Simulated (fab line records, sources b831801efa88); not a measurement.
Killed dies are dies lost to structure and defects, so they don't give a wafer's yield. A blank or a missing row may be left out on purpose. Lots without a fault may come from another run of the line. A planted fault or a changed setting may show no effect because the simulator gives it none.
Which tool did it? | flow sky130 | 6 lots, 18 wafers sampled, at 2 steps of a route of 708

WHAT THE GAUGES READ, wafer by wafer
SKY_METAL1_RS_MEAS_05: measures by four-point-probe.
lot  | measured     | on            | METAL1_ALCU_RS (ohm/sq)
L742 | day 33 10:31 | film_metro-04 | 0.1283 0.1252 0.1258
L746 | day 34 05:22 | film_metro-01 | 0.1288 0.1257 0.1272
L750 | day 35 08:46 | film_metro-02 | 0.1278 0.1277 0.1281
L754 | day 37 05:35 | film_metro-04 | 0.1291 0.1250 0.1275
L758 | day 37 23:34 | film_metro-02 | 0.1260 0.1271 0.1267
L760 | day 38 10:47 | film_metro-01 | 0.1247 0.1261 0.1247

WHICH TOOL RAN EACH LOT (tool, then ch and the chambers of the sampled wafers, then the start)
lot  | SKY_METAL1_SPUTTER_03
L742 | pvd_sputter-04, day 33 10:26
L746 | pvd_sputter-03, day 34 05:17
L750 | pvd_sputter-01, day 35 08:42
L754 | pvd_sputter-04, day 37 05:30
L758 | pvd_sputter-01, day 37 23:30
L760 | pvd_sputter-01, day 38 10:42
- SKY_METAL1_SPUTTER_03: material Ti, target thk 5 nm, time 3.3 s.

THE ANSWER, worked out from the rows above alone
Rule: what is usual is taken from the lots themselves. Put in order of their means at a reading, lots are off if they are a third of the lots or fewer, leave a main group of 4 or more, and stand apart from it by a gap of 3 or more times the standard deviation of the main group's means; of several such gaps the widest counts. A main group whose means are all the same, to the digits that the tables above print for the reading, isn't used. A lot without any number at a reading at which 4 lots or more have one is off too. The other lots that the step has rows for count as sound.
No lot is off at any reading shown: from this, nothing can be told.

WHAT THE SIMULATOR HAD PUT IN
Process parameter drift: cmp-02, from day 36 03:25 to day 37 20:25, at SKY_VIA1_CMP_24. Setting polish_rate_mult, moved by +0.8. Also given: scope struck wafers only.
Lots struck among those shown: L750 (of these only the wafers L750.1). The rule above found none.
